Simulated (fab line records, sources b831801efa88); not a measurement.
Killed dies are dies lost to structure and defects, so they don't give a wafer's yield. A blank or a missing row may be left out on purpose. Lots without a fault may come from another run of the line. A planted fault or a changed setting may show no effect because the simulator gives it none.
A struck lot beside a sound one | flow gf180mcu | 14 steps out of a route of 602
Sound: wafers L608.2, L608.5, L608.6. Struck: wafers L604.1, L604.5, L604.6. The cause comes at the end.
At each step with rows: each side's tool, then ch and its chambers, then its first start. Under that, the readings that differ: sound wafers | struck wafers | difference of the means | sigmas: that difference in standard deviations of wafers without a fault.
alike: readings whose means differ by less than 2 such deviations, and words and numbers that are the same on both sides. not compared: withheld readings, readings that some wafer has no value for, bounds like >300 that may hide the same value, and numbers for which the record gives no deviation and whose values overlap.
The two part at a step that has a row with sigmas, a row that says differs or no value, or rows on one side only. Numbers that don't overlap but have no deviation are shown without sigmas and don't part them. A reading that every wafer of one side lacks parts them only if that side has two wafers or more.

first, 1 step without rows for these wafers: GF_LVPWELL_DEVELOP_06 (develop time 60 s).
GF_LVPWELL_OVL_MEAS_07:
  sound on overlay-02, day 8 12:50; struck on overlay-01, day 7 09:28
  alike: LVPWELL_OVL
then, 2 steps without rows for these wafers: GF_LVPWELL_IMPLANT_08; GF_LVPWELL_IMPLANT_09.
GF_LVPWELL_STRIP_10: strips in O2/N2.
  sound on plasma_asher-02 ch 0,1, day 8 13:10; struck on plasma_asher-02 ch 0,1, day 7 09:49
  alike: drypump_motor_current_A, heater_power_w, n2_flow_sccm, oes_product_au, strip_time_to_endpoint_s
  not compared: rf_hours_counter_h
GF_LVPWELL_TW_MEAS_11:
  sound on film_metro-04, day 8 13:16; struck on film_metro-01, day 7 09:55
  alike: LVPWELL_TW
then, 6 steps without rows for these wafers: GF_MVSD_DEHYDRATE_00 (time 60 s); GF_MVSD_HMDS_01 (prime time 60 s); GF_MVSD_COAT_02 (resist thk 3000 nm); GF_MVSD_SOFTBAKE_03; GF_MVSD_EXPOSE_04 (exposes mask MVSD, target cd 1000 nm); GF_MVSD_PEB_05.
GF_MVSD_DEVELOP_06: develop time 60 s.
  sound on litho_track-04 ch 0, day 9 05:00; struck on litho_track-01, day 8 01:00
  no value came back on the struck wafers for chill_plate_temp_C (C), develop_time_s (s), developer_temp_C (C), resist_line_temp_C (C); on the sound wafers chill_plate_temp_C (C) reads 23.22 22.96 23.00
GF_MVSD_OVL_MEAS_07:
  sound on overlay-02, day 9 06:07; struck on overlay-02, day 8 02:06
  reading       | sound       | struck | difference                    | sigmas
  MVSD_OVL (nm) | 1.1 2.4 0.9 | - - -  | no value on the struck wafers |

WHERE THEY PART
First at GF_MVSD_DEVELOP_06; last, within this record, at GF_MVSD_OVL_MEAS_07.

WHY: what the simulator had put in
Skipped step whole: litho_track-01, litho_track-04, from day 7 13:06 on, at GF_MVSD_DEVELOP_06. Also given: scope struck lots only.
